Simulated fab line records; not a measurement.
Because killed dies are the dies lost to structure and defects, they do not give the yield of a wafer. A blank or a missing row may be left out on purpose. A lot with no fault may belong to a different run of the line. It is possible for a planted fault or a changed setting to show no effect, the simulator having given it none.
Split-lot experiment / flow sfq line / on a route of 325 steps: 5 lots, 23 wafers read

ON THE SPLIT
At SFQ_TRILAYER_I5_LITHO_COAT_149 (resist thk 62 nm), the setting spin rpm was moved away from the recipe's 3000 rpm on 11 of the 23 wafers read, by -5.3% to +3.9%. The other wafers ran this setting at the recipe's value.

Reading taken at the split's own step.

THE READING
BARC_of_TRILAYER_I5_LITHO_COAT_149.thk nm (the simulator's own value, which no gauge read), in nm, at SFQ_TRILAYER_I5_LITHO_COAT_149 (resist thk 62 nm). The file does not state a usual value for it. Here, 12 wafers ran the recipe; their average is 61.97 nm with a standard deviation of 0.31 nm.

wafer=L074.1; tool, chamber at the split=litho track-03, 0; spin rpm as run, rpm=2841; against the recipe=-5.3%; BARC_of_TRILAYER_I5_LITHO_COAT_149.thk nm, nm=63.9; against lot-mates on the recipe=+1.86
wafer=L074.3; tool, chamber at the split=litho track-03, 0; spin rpm as run, rpm=3000; against the recipe=recipe; BARC_of_TRILAYER_I5_LITHO_COAT_149.thk nm, nm=62.16; against lot-mates on the recipe=-
wafer=L074.4; tool, chamber at the split=litho track-03, 0; spin rpm as run, rpm=2841; against the recipe=-5.3%; BARC_of_TRILAYER_I5_LITHO_COAT_149.thk nm, nm=63.79; against lot-mates on the recipe=+1.75
wafer=L074.5; tool, chamber at the split=litho track-03, 0; spin rpm as run, rpm=2841; against the recipe=-5.3%; BARC_of_TRILAYER_I5_LITHO_COAT_149.thk nm, nm=63.81; against lot-mates on the recipe=+1.77
wafer=L074.6; tool, chamber at the split=litho track-03, 0; spin rpm as run, rpm=3000; against the recipe=recipe; BARC_of_TRILAYER_I5_LITHO_COAT_149.thk nm, nm=61.92; against lot-mates on the recipe=-
wafer=L079.2; tool, chamber at the split=litho track-02, 0; spin rpm as run, rpm=3000; against the recipe=recipe; BARC_of_TRILAYER_I5_LITHO_COAT_149.thk nm, nm=61.69; against lot-mates on the recipe=-
wafer=L079.3; tool, chamber at the split=litho track-02, 0; spin rpm as run, rpm=3088; against the recipe=+2.9%; BARC_of_TRILAYER_I5_LITHO_COAT_149.thk nm, nm=60.89; against lot-mates on the recipe=-0.77
wafer=L079.4; tool, chamber at the split=litho track-02, 0; spin rpm as run, rpm=3000; against the recipe=recipe; BARC_of_TRILAYER_I5_LITHO_COAT_149.thk nm, nm=61.62; against lot-mates on the recipe=-
wafer=L079.5; tool, chamber at the split=litho track-02, 0; spin rpm as run, rpm=3088; against the recipe=+2.9%; BARC_of_TRILAYER_I5_LITHO_COAT_149.thk nm, nm=60.78; against lot-mates on the recipe=-0.88
wafer=L079.6; tool, chamber at the split=litho track-02, 0; spin rpm as run, rpm=3088; against the recipe=+2.9%; BARC_of_TRILAYER_I5_LITHO_COAT_149.thk nm, nm=60.88; against lot-mates on the recipe=-0.77
wafer=L081.2; tool, chamber at the split=litho track-02, 0; spin rpm as run, rpm=3000; against the recipe=recipe; BARC_of_TRILAYER_I5_LITHO_COAT_149.thk nm, nm=61.65; against lot-mates on the recipe=-
wafer=L081.3; tool, chamber at the split=litho track-02, 0; spin rpm as run, rpm=3000; against the recipe=recipe; BARC_of_TRILAYER_I5_LITHO_COAT_149.thk nm, nm=61.74; against lot-mates on the recipe=-
wafer=L081.4; tool, chamber at the split=litho track-02, 0; spin rpm as run, rpm=3000; against the recipe=recipe; BARC_of_TRILAYER_I5_LITHO_COAT_149.thk nm, nm=61.7; against lot-mates on the recipe=-
wafer=L082.2; tool, chamber at the split=litho track-03, 0; spin rpm as run, rpm=3000; against the recipe=recipe; BARC_of_TRILAYER_I5_LITHO_COAT_149.thk nm, nm=62.37; against lot-mates on the recipe=-
wafer=L082.3; tool, chamber at the split=litho track-03, 0; spin rpm as run, rpm=2843; against the recipe=-5.2%; BARC_of_TRILAYER_I5_LITHO_COAT_149.thk nm, nm=64.13; against lot-mates on the recipe=+1.68
wafer=L082.4; tool, chamber at the split=litho track-03, 0; spin rpm as run, rpm=3000; against the recipe=recipe; BARC_of_TRILAYER_I5_LITHO_COAT_149.thk nm, nm=62.44; against lot-mates on the recipe=-
wafer=L082.5; tool, chamber at the split=litho track-03, 0; spin rpm as run, rpm=3000; against the recipe=recipe; BARC_of_TRILAYER_I5_LITHO_COAT_149.thk nm, nm=62.53; against lot-mates on the recipe=-
wafer=L082.6; tool, chamber at the split=litho track-03, 0; spin rpm as run, rpm=2843; against the recipe=-5.2%; BARC_of_TRILAYER_I5_LITHO_COAT_149.thk nm, nm=64.19; against lot-mates on the recipe=+1.74
wafer=L083.1; tool, chamber at the split=litho track-02, 0; spin rpm as run, rpm=3000; against the recipe=recipe; BARC_of_TRILAYER_I5_LITHO_COAT_149.thk nm, nm=61.9; against lot-mates on the recipe=-
wafer=L083.2; tool, chamber at the split=litho track-02, 0; spin rpm as run, rpm=3118; against the recipe=+3.9%; BARC_of_TRILAYER_I5_LITHO_COAT_149.thk nm, nm=60.72; against lot-mates on the recipe=-1.20
wafer=L083.3; tool, chamber at the split=litho track-02, 0; spin rpm as run, rpm=3118; against the recipe=+3.9%; BARC_of_TRILAYER_I5_LITHO_COAT_149.thk nm, nm=60.92; against lot-mates on the recipe=-1.00
wafer=L083.4; tool, chamber at the split=litho track-02, 0; spin rpm as run, rpm=3000; against the recipe=recipe; BARC_of_TRILAYER_I5_LITHO_COAT_149.thk nm, nm=61.94; against lot-mates on the recipe=-
wafer=L083.6; tool, chamber at the split=litho track-02, 0; spin rpm as run, rpm=3118; against the recipe=+3.9%; BARC_of_TRILAYER_I5_LITHO_COAT_149.thk nm, nm=60.95; against lot-mates on the recipe=-0.97

FIT RESULTS
A straight line over all 23 wafers: BARC_of_TRILAYER_I5_LITHO_COAT_149.thk nm changes by -0.356 nm for each +1% of spin rpm; r = -0.97; the points scatter about the line by 0.28 nm.
The same after taking each lot's own level away (the mean of its wafers on the recipe; 23 wafers): -0.311 nm for each +1%; r = -1.00; scatter 0.098 nm.
Per that fit: largest spin rpm move, reading shift of 1.6 nm.
The span of the lots' own levels, 61.655 to 62.447 nm, comes to 2.5 times the standard deviation stated above.
So the slope is not independent of the lot-to-lot level: the two fits are not the same.
Check: for one of the wafers moved furthest among these (-5.3%), held out of the fit, the line's prediction against its lot-mates is +1.68 nm. Against them it came out at +1.86 nm.

OTHER SPLITS APPLIED TO THESE WAFERS
These wafers also went through other splits before the reading. Each is held against what the fit with the lots' levels taken away leaves over:
other split on the same wafers=SFQ_TRILAYER_I2_VIA_BARC_OPEN_VIA_ETCH_096 time s; wafers away from the commonest value=6; r with BARC_of_TRILAYER_I5_LITHO_COAT_149.thk nm (lot level and that fit taken away)=+0.56
other split on the same wafers=SFQ_TRILAYER_M3_LITHO_COAT_080 spin rpm; wafers away from the commonest value=7; r with BARC_of_TRILAYER_I5_LITHO_COAT_149.thk nm (lot level and that fit taken away)=-0.06
other split on the same wafers=SFQ_TRILAYER_I3_VIA_LITHO_PEB_088 peb temp c; wafers away from the commonest value=10; r with BARC_of_TRILAYER_I5_LITHO_COAT_149.thk nm (lot level and that fit taken away)=-0.13
other split on the same wafers=SFQ_TRILAYER_I3_VIA_BARC_OPEN_VIA_ETCH_121 source w; wafers away from the commonest value=8; r with BARC_of_TRILAYER_I5_LITHO_COAT_149.thk nm (lot level and that fit taken away)=-0.05
other split on the same wafers=SFQ_TRILAYER_M4_DEP_SPUTTER_091 power w; wafers away from the commonest value=7; r with BARC_of_TRILAYER_I5_LITHO_COAT_149.thk nm (lot level and that fit taken away)=-0.15
other split on the same wafers=SFQ_TRILAYER_M4_ETCH_METAL_ETCH_096 time s; wafers away from the commonest value=5; r with BARC_of_TRILAYER_I5_LITHO_COAT_149.thk nm (lot level and that fit taken away)=+0.19
other split on the same wafers=SFQ_TRILAYER_I4_VIA_LITHO_COAT_108 resist thk nm; wafers away from the commonest value=8; r with BARC_of_TRILAYER_I5_LITHO_COAT_149.thk nm (lot level and that fit taken away)=+0.14
other split on the same wafers=SFQ_TRILAYER_JJ_CE_LITHO_COAT_119 resist thk nm; wafers away from the commonest value=5; r with BARC_of_TRILAYER_I5_LITHO_COAT_149.thk nm (lot level and that fit taken away)=-0.22
other split on the same wafers=SFQ_TRILAYER_M5_LITHO_EXPOSE_124 dose mj; wafers away from the commonest value=8; r with BARC_of_TRILAYER_I5_LITHO_COAT_149.thk nm (lot level and that fit taken away)=-0.03
other split on the same wafers=SFQ_TRILAYER_M5_ETCH_METAL_ETCH_126 icp w; wafers away from the commonest value=7; r with BARC_of_TRILAYER_I5_LITHO_COAT_149.thk nm (lot level and that fit taken away)=+0.09
other split on the same wafers=SFQ_TRILAYER_R5_DEP_SPUTTER_132 time s; wafers away from the commonest value=9; r with BARC_of_TRILAYER_I5_LITHO_COAT_149.thk nm (lot level and that fit taken away)=-0.03
other split on the same wafers=SFQ_TRILAYER_R5_LITHO_COAT_141 spin rpm; wafers away from the commonest value=10; r with BARC_of_TRILAYER_I5_LITHO_COAT_149.thk nm (lot level and that fit taken away)=-0.15
other split on the same wafers=SFQ_TRILAYER_R5_BARC_OPEN_METAL_ETCH_177 time s; wafers away from the commonest value=6; r with BARC_of_TRILAYER_I5_LITHO_COAT_149.thk nm (lot level and that fit taken away)=-0.08

THE FILE'S OWN FIT
BARC_of_TRILAYER_I5_LITHO_COAT_149.thk nm changes by -0.314 nm for each +1% of spin rpm, r = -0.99.
